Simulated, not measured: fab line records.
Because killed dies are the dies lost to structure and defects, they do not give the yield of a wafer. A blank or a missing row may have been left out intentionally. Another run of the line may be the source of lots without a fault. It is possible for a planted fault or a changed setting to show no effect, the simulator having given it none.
Chamber matching + flow sky130 + cmp-02 running SKY_VIA2_CMP_24: 4 sister chambers
The step polishes, stops on SiO2, t overpolish 20 s, target thk 0 nm. 20 wafers are shown with their chamber, then 10 later ones without.

== WAFERS, EACH WITH ITS CHAMBER ==
| wafer  | chamber | motor current A (A) | overpolish run s (s) | time to endpoint s (s) |
|--------|---------|---------------------|----------------------|------------------------|
| L074.1 | 2       | 9.9                 | 20.012               | 107                    |
| L074.3 | 0       | 13.8                | 19.990               | 106                    |
| L074.4 | 1       | 11.9                | 20.001               | 104                    |
| L077.1 | 0       | 14.0                | 20.000               | 102                    |
| L077.5 | 2       | 9.9                 | 20.009               | 106                    |
| L077.6 | 3       | 10.1                | 19.982               | 100                    |
| L078.2 | 2       | 9.5                 | 20.015               | 105                    |
| L078.3 | 1       | 11.2                | 19.995               | 100                    |
| L078.5 | 2       | 10.0                | 19.996               | 99                     |
| L079.1 | 0       | 13.5                | 20.004               | 102                    |
| L079.2 | 2       | 9.6                 | 20.010               | 100                    |
| L079.6 | 1       | 11.3                | 20.001               | 101                    |
| L080.1 | 0       | 14.0                | 19.990               | 105                    |
| L080.3 | 2       | 9.8                 | 20.004               | 105                    |
| L080.4 | 3       | 10.5                | 19.992               | 95                     |
| L088.3 | 2       | 9.9                 | 20.008               | 102                    |
| L088.4 | 1       | 10.9                | 20.004               | 101                    |
| L088.5 | 1       | 11.5                | 20.014               | 101                    |
| L092.3 | 1       | 11.4                | 19.993               | 97                     |
| L092.4 | 2       | 9.4                 | 19.997               | 99                     |

SIGNATURES (means of the wafers above)
| reading            | chamber 0 | chamber 1 | chamber 2 | chamber 3 | scatter within a chamber |
|--------------------|-----------|-----------|-----------|-----------|--------------------------|
| motor current A    | 13.825    | 11.367    | 9.750     | 10.300    | 0.267                    |
| overpolish run s   | 19.99600  | 20.00133  | 20.00637  | 19.98700  | 0.00711                  |
| time to endpoint s | 103.75    | 100.67    | 102.88    | 97.50     | 2.8                      |
Rule: a wafer's distance from a chamber is the root of the sum, over the readings, of the square of ((its reading less the chamber's mean) divided by the reading's scatter). If the next closest chamber is less than 2 further off than the closest, the wafer can't be placed; otherwise it belongs to the closest. The scatter: take each reading less its chamber's mean, square it, sum over the shown wafers, divide by the number of wafers less the number of chambers, and take the root.

== WAFERS MISSING THEIR CHAMBER ==
| wafer  | motor current A (A) | overpolish run s (s) | time to endpoint s (s) |
|--------|---------------------|----------------------|------------------------|
| L092.5 | 13.8                | 20.006               | 101                    |
| L095.1 | 11.1                | 20.001               | 97                     |
| L095.3 | 11.8                | 20.006               | 103                    |
| L095.4 | 13.1                | 19.996               | 101                    |
| L096.1 | 9.9                 | 19.985               | 101                    |
| L096.2 | 10.9                | 19.980               | 96                     |
| L096.5 | 13.7                | 20.007               | 98                     |
| L097.2 | 14.0                | 20.002               | 102                    |
| L097.4 | 9.8                 | 19.992               | 104                    |
| L097.6 | 13.8                | 20.012               | 96                     |

== WHICH CHAMBER EACH WENT THROUGH ==
| wafer  | from the rows above     | in truth |
|--------|-------------------------|----------|
| L092.5 | 0                       | 0        |
| L095.1 | can't be placed: 1 or 3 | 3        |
| L095.3 | 1                       | 1        |
| L095.4 | 0                       | 0        |
| L096.1 | can't be placed: 3 or 2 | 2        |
| L096.2 | can't be placed: 3 or 1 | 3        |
| L096.5 | 0                       | 0        |
| L097.2 | 0                       | 0        |
| L097.4 | can't be placed: 2 or 3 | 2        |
| L097.6 | 0                       | 0        |
6 of 10 placed correctly. Unplaceable from these rows: 4, with the true chamber sitting among the candidates in 4. Wrongly placed: 0.
